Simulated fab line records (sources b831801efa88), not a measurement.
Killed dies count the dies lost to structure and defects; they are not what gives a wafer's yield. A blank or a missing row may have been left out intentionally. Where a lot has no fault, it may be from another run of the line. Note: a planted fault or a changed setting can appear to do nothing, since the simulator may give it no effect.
Which tool is to blame? / flow gf180mcu / 42 wafers from 14 lots sampled at 3 of the route's 602 steps

== WHAT THE GAUGES READ, wafer by wafer ==
GF_CONTACT_OVL_MEAS_15. Usual: for CONTACT_OVL the level is 3 nm and the standard deviation is 6.2.
lot=L914; measured=day 16 14:06; on=overlay-01; CONTACT_OVL (nm)=-4 5 8; flag=
lot=L915; measured=day 16 16:34; on=overlay-01; CONTACT_OVL (nm)=7 4 12; flag=
lot=L916; measured=day 17 04:37; on=overlay-02; CONTACT_OVL (nm)=6 6 6; flag=
lot=L917; measured=day 17 15:20; on=overlay-02; CONTACT_OVL (nm)=-4 8 4; flag=
lot=L918; measured=day 17 19:40; on=overlay-02; CONTACT_OVL (nm)=2 2 2; flag=
lot=L919; measured=day 18 00:32; on=overlay-02; CONTACT_OVL (nm)=0 2 -12; flag=
lot=L920; measured=day 18 06:28; on=overlay-02; CONTACT_OVL (nm)=-4 4 -3; flag=
lot=L921; measured=day 19 01:52; on=overlay-01; CONTACT_OVL (nm)=9 4 5; flag=
lot=L924; measured=day 19 20:50; on=overlay-02; CONTACT_OVL (nm)=-6 9 4; flag=
lot=L926; measured=day 20 18:41; on=overlay-02; CONTACT_OVL (nm)=7 7 -6; flag=
lot=L927; measured=day 21 01:34; on=overlay-02; CONTACT_OVL (nm)=-3 3 5; flag=
lot=L928; measured=day 21 11:20; on=overlay-02; CONTACT_OVL (nm)=12 5 10; flag=
lot=L933; measured=day 23 12:07; on=overlay-01; CONTACT_OVL (nm)=8 -1 5; flag=
lot=L936; measured=day 24 13:01; on=overlay-02; CONTACT_OVL (nm)=-5 6 7; flag=

== TOOL THAT RAN EACH LOT (tool first, then ch and the chambers of the sampled wafers, then the start) ==
lot=L914; GF_SALICIDE_RTA_06=rtp-anneal-01 ch 0, day 15 15:42; GF_CONTACT_CVD_02=pecvd-01 ch 0,2, day 15 16:06
lot=L915; GF_SALICIDE_RTA_06=rtp-anneal-01 ch 0, day 15 18:05; GF_CONTACT_CVD_02=pecvd-04 ch 1,2, day 15 18:29
lot=L916; GF_SALICIDE_RTA_06=rtp-anneal-02 ch 0, day 16 05:32; GF_CONTACT_CVD_02=pecvd-01 ch 0,1, day 16 05:55
lot=L917; GF_SALICIDE_RTA_06=rtp-anneal-02 ch 0, day 16 16:09; GF_CONTACT_CVD_02=pecvd-04 ch 0,1, day 16 16:33
lot=L918; GF_SALICIDE_RTA_06=rtp-anneal-01 ch 0, day 16 20:28; GF_CONTACT_CVD_02=pecvd-04 ch 1,2, day 16 20:52
lot=L919; GF_SALICIDE_RTA_06=rtp-anneal-02 ch 0, day 17 01:12; GF_CONTACT_CVD_02=pecvd-01 ch 0,1,2, day 17 01:34
lot=L920; GF_SALICIDE_RTA_06=rtp-anneal-02 ch 0, day 17 07:50; GF_CONTACT_CVD_02=pecvd-04 ch 0,2, day 17 08:13
lot=L921; GF_SALICIDE_RTA_06=rtp-anneal-01 ch 0, day 17 22:58; GF_CONTACT_CVD_02=pecvd-04 ch 0,2, day 17 23:22
lot=L924; GF_SALICIDE_RTA_06=rtp-anneal-01 ch 0, day 18 20:13; GF_CONTACT_CVD_02=pecvd-03 ch 0,2, day 18 20:37
lot=L926; GF_SALICIDE_RTA_06=rtp-anneal-01 ch 0, day 19 17:27; GF_CONTACT_CVD_02=pecvd-04 ch 0,1,2, day 19 17:49
lot=L927; GF_SALICIDE_RTA_06=rtp-anneal-02 ch 0, day 20 00:31; GF_CONTACT_CVD_02=pecvd-03 ch 0,2, day 20 00:55
lot=L928; GF_SALICIDE_RTA_06=rtp-anneal-01 ch 0, day 20 10:46; GF_CONTACT_CVD_02=pecvd-03 ch 0,1,2, day 20 11:08
lot=L933; GF_SALICIDE_RTA_06=rtp-anneal-02 ch 0, day 22 12:23; GF_CONTACT_CVD_02=pecvd-01 ch 0,1,2, day 22 12:47
lot=L936; GF_SALICIDE_RTA_06=rtp-anneal-02 ch 0, day 23 13:39; GF_CONTACT_CVD_02=pecvd-03 ch 0,1, day 23 14:01
- GF_SALICIDE_RTA_06: time 30 s.
- GF_CONTACT_CVD_02: deposits SiO2 from TEOS, target thk 860 nm, time 95.992 s.

== AS READ BY THE TOOLS THEMSELVES (means over the sampled wafers that have a number; for cases with no such wafer, the mark the record gives instead) ==
GF_SALICIDE_RTA_06. Usual: anneal-temp-c-max 532.4, standard deviation 0.94; lamp-power-pct 5.25 %, standard deviation 0.28; wafer_temp_C_max 532.9, standard deviation 0.92.
lot=L914; tool=rtp-anneal-01; anneal-temp-c-max=533.1; lamp-power-pct (%)=5.56; wafer_temp_C_max=533.8; flag=
lot=L915; tool=rtp-anneal-01; anneal-temp-c-max=534.0; lamp-power-pct (%)=5.54; wafer_temp_C_max=533.6; flag=
lot=L916; tool=rtp-anneal-02; anneal-temp-c-max=531.6; lamp-power-pct (%)=5.00; wafer_temp_C_max=532.4; flag=
lot=L917; tool=rtp-anneal-02; anneal-temp-c-max=531.7; lamp-power-pct (%)=4.99; wafer_temp_C_max=532.3; flag=
lot=L918; tool=rtp-anneal-01; anneal-temp-c-max=533.0; lamp-power-pct (%)=5.54; wafer_temp_C_max=533.2; flag=
lot=L919; tool=rtp-anneal-02; anneal-temp-c-max=531.6; lamp-power-pct (%)=4.99; wafer_temp_C_max=531.7; flag=
lot=L920; tool=rtp-anneal-02; anneal-temp-c-max=531.8; lamp-power-pct (%)=4.99; wafer_temp_C_max=532.6; flag=
lot=L921; tool=rtp-anneal-01; anneal-temp-c-max=533.6; lamp-power-pct (%)=5.54; wafer_temp_C_max=533.6; flag=
lot=L924; tool=rtp-anneal-01; anneal-temp-c-max=532.7; lamp-power-pct (%)=5.55; wafer_temp_C_max=533.8; flag=
lot=L926; tool=rtp-anneal-01; anneal-temp-c-max=533.6; lamp-power-pct (%)=5.54; wafer_temp_C_max=534.3; flag=
lot=L927; tool=rtp-anneal-02; anneal-temp-c-max=531.5; lamp-power-pct (%)=4.99; wafer_temp_C_max=532.1; flag=
lot=L928; tool=rtp-anneal-01; anneal-temp-c-max=533.6; lamp-power-pct (%)=5.55; wafer_temp_C_max=533.0; flag=
lot=L933; tool=rtp-anneal-02; anneal-temp-c-max=531.5; lamp-power-pct (%)=4.99; wafer_temp_C_max=531.6; flag=
lot=L936; tool=rtp-anneal-02; anneal-temp-c-max=531.4; lamp-power-pct (%)=4.99; wafer_temp_C_max=531.3; flag=

GF_CONTACT_CVD_02. Usual: heater-power-outer-w 367 W, standard deviation 63; heater-power-w 629 W, standard deviation 100.
lot=L914; tool=pecvd-01; heater-power-outer-w (W)=303; heater-power-w (W)=531; flag=
lot=L915; tool=pecvd-04; heater-power-outer-w (W)=332; heater-power-w (W)=576; flag=
lot=L916; tool=pecvd-01; heater-power-outer-w (W)=358; heater-power-w (W)=646; flag=
lot=L917; tool=pecvd-04; heater-power-outer-w (W)=402; heater-power-w (W)=695; flag=
lot=L918; tool=pecvd-04; heater-power-outer-w (W)=334; heater-power-w (W)=587; flag=
lot=L919; tool=pecvd-01; heater-power-outer-w (W)=365; heater-power-w (W)=645; flag=
lot=L920; tool=pecvd-04; heater-power-outer-w (W)=373; heater-power-w (W)=670; flag=
lot=L921; tool=pecvd-04; heater-power-outer-w (W)=398; heater-power-w (W)=725; flag=
lot=L924; tool=pecvd-03; heater-power-outer-w (W)=401; heater-power-w (W)=608; flag=
lot=L926; tool=pecvd-04; heater-power-outer-w (W)=410; heater-power-w (W)=716; flag=
lot=L927; tool=pecvd-03; heater-power-outer-w (W)=374; heater-power-w (W)=590; flag=
lot=L928; tool=pecvd-03; heater-power-outer-w (W)=382; heater-power-w (W)=624; flag=
lot=L933; tool=pecvd-01; heater-power-outer-w (W)=315; heater-power-w (W)=574; flag=
lot=L936; tool=pecvd-03; heater-power-outer-w (W)=324; heater-power-w (W)=546; flag=

== THE ANSWER, worked out from the rows above alone ==
Rule: a lot is off if the mean of its wafers that have a number lies more than 3 standard deviations from the usual mean. Also off: a lot with no number at a reading for which 4 or more lots have one. Where the step has rows for the other lots, those lots are counted as sound. After the gauges, taken in route order, come the tools' own readings; for these a lot's mean is taken, as printed above. The first step at which some lot is off is used, and at that step the reading that is off furthest; a lot without a number counts as furthest.
Nothing can be told from this: no lot is off at any reading shown.

== WHAT HAD BEEN PUT IN BY THE SIMULATOR ==
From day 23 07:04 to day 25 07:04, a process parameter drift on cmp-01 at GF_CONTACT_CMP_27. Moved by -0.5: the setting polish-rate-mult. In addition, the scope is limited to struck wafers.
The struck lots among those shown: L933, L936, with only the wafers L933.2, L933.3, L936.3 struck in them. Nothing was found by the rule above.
